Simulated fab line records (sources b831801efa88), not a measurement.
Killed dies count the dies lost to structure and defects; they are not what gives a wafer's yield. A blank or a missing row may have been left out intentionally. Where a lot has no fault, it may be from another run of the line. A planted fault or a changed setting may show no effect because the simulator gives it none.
Which tool did it? + flow sky130 + Sampling: 11 lots, 33 wafers, 5 of 708 route steps

## WHAT THE GAUGES SHOWED, per wafer
SKY_LOCAL_INTERCONNECT_RS_MEAS_01: a four-point-probe measurement. Usual: LOCAL_INTERCONNECT_TIN_RS typically reads 14.16 ohm/sq, with standard deviation 0.17.
| lot  | measured     | on            | LOCAL_INTERCONNECT_TIN_RS (ohm/sq) | flag |
|------|--------------|---------------|------------------------------------|------|
| L857 | day 29 05:41 | film-metro-03 | 14.35 14.26 14.08                  |      |
| L860 | day 30 03:50 | film-metro-04 | 14.10 14.12 13.95                  |      |
| L861 | day 30 14:11 | film-metro-04 | 14.12 13.96 14.08                  |      |
| L864 | day 31 16:40 | film-metro-04 | 14.51 14.52 14.35                  |      |
| L867 | day 33 03:32 | film-metro-04 | 14.17 14.28 14.16                  |      |
| L868 | day 33 13:44 | film-metro-04 | 14.10 14.25 14.18                  |      |
| L873 | day 34 19:14 | film-metro-03 | 14.54 14.41 14.24                  |      |
| L874 | day 35 07:58 | film-metro-04 | 14.35 14.37 14.32                  |      |
| L875 | day 35 09:44 | film-metro-04 | 13.82 13.91 13.97                  |      |
| L876 | day 35 14:40 | film-metro-04 | 13.86 14.10 14.03                  |      |
| L877 | day 35 16:52 | film-metro-03 | 14.17 14.30 14.35                  |      |

SKY_CONTACT_CD_MEAS_14 targets a cd of 170 nm. Usual: cd-nm reads 170.0 nm (standard deviation 1.4).
| lot  | measured     | on        | cd-nm (nm)                          | flag |
|------|--------------|-----------|-------------------------------------|------|
| L857 | day 31 15:31 | cd-sem-01 | 167.9 167.1 166.2                   |      |
| L860 | day 32 12:29 | cd-sem-02 | 168.4 168.4 169.6                   |      |
| L861 | day 32 22:14 | cd-sem-01 | 170.1 168.2 172.2                   |      |
| L864 | day 33 23:20 | cd-sem-02 | 161.5 161.1 161.4 161.4 161.3 161.9 | OFF  |
| L867 | day 35 09:19 | cd-sem-02 | 162.1 163.1 164.0 162.6 163.1 164.3 | OFF  |
| L868 | day 35 19:47 | cd-sem-01 | 163.8 163.3 162.7 163.8 163.3 163.1 | OFF  |
| L873 | day 37 00:39 | cd-sem-02 | 168.8 168.6 170.2                   |      |
| L874 | day 37 12:58 | cd-sem-02 | 171.1 169.9 170.4                   |      |
| L875 | day 37 14:41 | cd-sem-02 | 169.1 170.4 170.5                   |      |
| L876 | day 37 19:35 | cd-sem-01 | 169.3 170.7 169.4                   |      |
| L877 | day 37 21:05 | cd-sem-01 | 169.2 170.1 169.6                   |      |

## EACH LOT AND THE TOOL THAT RAN IT (in order: tool; ch and the chambers of the sampled wafers; start)
| lot  | SKY_LI_CONTACT_ETCH_14             | SKY_LOCAL_INTERCONNECT_STRIP_15      | SKY_CONTACT_EXPOSE_11             |
|------|------------------------------------|--------------------------------------|-----------------------------------|
| L857 | rie-diel-01 ch 2,3, day 29 04:26   | plasma-asher-01 ch 0, day 30 10:03   | krf-scanner-02 ch 0, day 31 01:15 |
| L860 | rie-diel-03 ch 0,1,2, day 30 02:36 | plasma-asher-04 ch 0,1, day 31 08:39 | krf-scanner-01 ch 0, day 31 23:19 |
| L861 | rie-diel-04 ch 1,2, day 30 12:57   | plasma-asher-04 ch 1, day 31 17:57   | krf-scanner-01 ch 0, day 32 08:47 |
| L864 | rie-diel-03 ch 0,2,3, day 31 15:27 | plasma-asher-03 ch 0,1, day 32 19:24 | krf-scanner-01 ch 0, day 33 10:25 |
| L867 | rie-diel-03 ch 1,3, day 33 02:17   | plasma-asher-03 ch 0,1, day 34 06:06 | krf-scanner-01 ch 0, day 34 20:11 |
| L868 | rie-diel-01 ch 1,2,3, day 33 12:30 | plasma-asher-03 ch 0,1, day 34 16:24 | krf-scanner-01 ch 0, day 35 07:23 |
| L873 | rie-diel-01 ch 0,1,2, day 34 18:00 | plasma-asher-04 ch 0,1, day 35 21:51 | krf-scanner-02 ch 0, day 36 12:17 |
| L874 | rie-diel-01 ch 0,1,2, day 35 06:41 | plasma-asher-04 ch 0,1, day 36 10:43 | krf-scanner-02 ch 0, day 37 00:10 |
| L875 | rie-diel-03 ch 2,3, day 35 08:30   | plasma-asher-04 ch 0,1, day 36 12:09 | krf-scanner-02 ch 0, day 37 01:53 |
| L876 | rie-diel-01 ch 1,2,3, day 35 13:23 | plasma-asher-01 ch 0,1, day 36 16:41 | krf-scanner-02 ch 0, day 37 06:47 |
| L877 | rie-diel-01 ch 0,1,3, day 35 15:21 | plasma-asher-03 ch 0,1, day 36 18:54 | krf-scanner-02 ch 0, day 37 08:20 |
- SKY_LI_CONTACT_ETCH_14: etches BARC in N2/H2, stops on SiO2, time 45.9 s, target depth 60 nm.
- SKY_LOCAL_INTERCONNECT_STRIP_15: strips in O2/N2.
- SKY_CONTACT_EXPOSE_11: exposes mask CTM1, target cd 170 nm.

## WHAT THE TOOLS THEMSELVES READ (means of the sampled wafers that have a number; where no wafer has one, the mark that the record gives instead)
SKY_LI_CONTACT_ETCH_14. Usual: drypump-motor-current-A 5.8 A, standard deviation 0.32; oes-product-au 0.855 a.u., standard deviation 0.005; throttle-valve-pct 13.225 %, standard deviation 0.0087.
| lot  | tool        | drypump-motor-current-A (A) | oes-product-au (a.u.) | throttle-valve-pct (%) | flag |
|------|-------------|-----------------------------|-----------------------|------------------------|------|
| L857 | rie-diel-01 | 5.9                         | 0.859                 | 13.231                 |      |
| L860 | rie-diel-03 | 5.7                         | 0.854                 | 13.224                 |      |
| L861 | rie-diel-04 | 5.5                         | 0.853                 | 13.226                 |      |
| L864 | rie-diel-03 | 5.8                         | 0.856                 | 13.231                 |      |
| L867 | rie-diel-03 | 5.9                         | 0.849                 | 13.224                 |      |
| L868 | rie-diel-01 | 6.0                         | 0.853                 | 13.228                 |      |
| L873 | rie-diel-01 | 5.9                         | 0.852                 | 13.224                 |      |
| L874 | rie-diel-01 | 5.8                         | 0.858                 | 13.228                 |      |
| L875 | rie-diel-03 | 5.5                         | 0.857                 | 13.218                 |      |
| L876 | rie-diel-01 | 6.0                         | 0.851                 | 13.220                 |      |
| L877 | rie-diel-01 | 5.9                         | 0.855                 | 13.229                 |      |

SKY_LOCAL_INTERCONNECT_STRIP_15. Usual: drypump-motor-current-A 5.4 A, standard deviation 0.36; oes-product-au 0.427 a.u., standard deviation 0.0048; strip-time-to-endpoint-s 4.727 s, standard deviation 0.019.
| lot  | tool            | drypump-motor-current-A (A) | oes-product-au (a.u.) | strip-time-to-endpoint-s (s) | flag |
|------|-----------------|-----------------------------|-----------------------|------------------------------|------|
| L857 | plasma-asher-01 | 5.9                         | 0.428                 | 4.714                        |      |
| L860 | plasma-asher-04 | 4.9                         | 0.433                 | 4.745                        |      |
| L861 | plasma-asher-04 | 5.4                         | 0.432                 | 4.715                        |      |
| L864 | plasma-asher-03 | 5.6                         | 0.427                 | 4.686                        |      |
| L867 | plasma-asher-03 | 5.6                         | 0.423                 | 4.722                        |      |
| L868 | plasma-asher-03 | 5.5                         | 0.423                 | 4.738                        |      |
| L873 | plasma-asher-04 | 5.2                         | 0.427                 | 4.723                        |      |
| L874 | plasma-asher-04 | 4.9                         | 0.424                 | 4.713                        |      |
| L875 | plasma-asher-04 | 4.9                         | 0.428                 | 4.732                        |      |
| L876 | plasma-asher-01 | 5.7                         | 0.427                 | 4.725                        |      |
| L877 | plasma-asher-03 | 5.5                         | 0.424                 | 4.721                        |      |

SKY_CONTACT_EXPOSE_11. Usual: exposure-dose-mJ-cm2 reads 37.99 (standard deviation 0.041).
| lot  | tool           | exposure-dose-mJ-cm2 | flag |
|------|----------------|----------------------|------|
| L857 | krf-scanner-02 | 38.01                |      |
| L860 | krf-scanner-01 | 38.01                |      |
| L861 | krf-scanner-01 | 38.02                |      |
| L864 | krf-scanner-01 | 35.95                | OFF  |
| L867 | krf-scanner-01 | 36.30                | OFF  |
| L868 | krf-scanner-01 | 36.30                | OFF  |
| L873 | krf-scanner-02 | 37.95                |      |
| L874 | krf-scanner-02 | 38.00                |      |
| L875 | krf-scanner-02 | 37.97                |      |
| L876 | krf-scanner-02 | 38.01                |      |
| L877 | krf-scanner-02 | 38.01                |      |

## THE ANSWER, worked out from the rows above alone
Rule: lot off if the mean of its wafers having a number is beyond 3 standard deviations from the usual mean. Also off: a lot with no number at a reading for which 4 or more lots have one. Where the step has rows for the other lots, those lots are counted as sound. Order of review: gauges by route order, followed by the tools' own readings, for which a lot's mean as printed above is used. The first step at which some lot is off is used, and at that step the reading that is off furthest; a lot without a number counts as furthest.
Off at SKY_CONTACT_CD_MEAS_14 (cd-nm): L864, L867, L868.
If a tool, at a process step before that reading, ran all the lots that are off and no sound lot after the first of them, it fits. The gauges at SKY_CONTACT_CD_MEAS_14 aren't tried: what is off there is off at SKY_CONTACT_EXPOSE_11 too, on other tools, and a gauge's error can't cause that. One candidate fits, namely krf-scanner-01 at SKY_CONTACT_EXPOSE_11. A fault onset in the window from L861 (day 32 08:47, its last sound lot) to L864 (day 33 10:25, its first lot off) fits.
On the lots that are off, the tool's own readings at SKY_CONTACT_EXPOSE_11 differ by more than 5 times the standard deviation of the sound lots' means, which bears it out; exposure-dose-mJ-cm2 reads 36.18 there versus 38.00 on the sound lots.

## WHAT WAS PUT IN BY THE SIMULATOR
Process parameter drift: krf-scanner-01, from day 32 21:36 on, at SKY_CONTACT_EXPOSE_11. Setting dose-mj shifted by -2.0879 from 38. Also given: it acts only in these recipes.
Shown lots that were struck: L864, L867, L868. Same finding as the rule above.
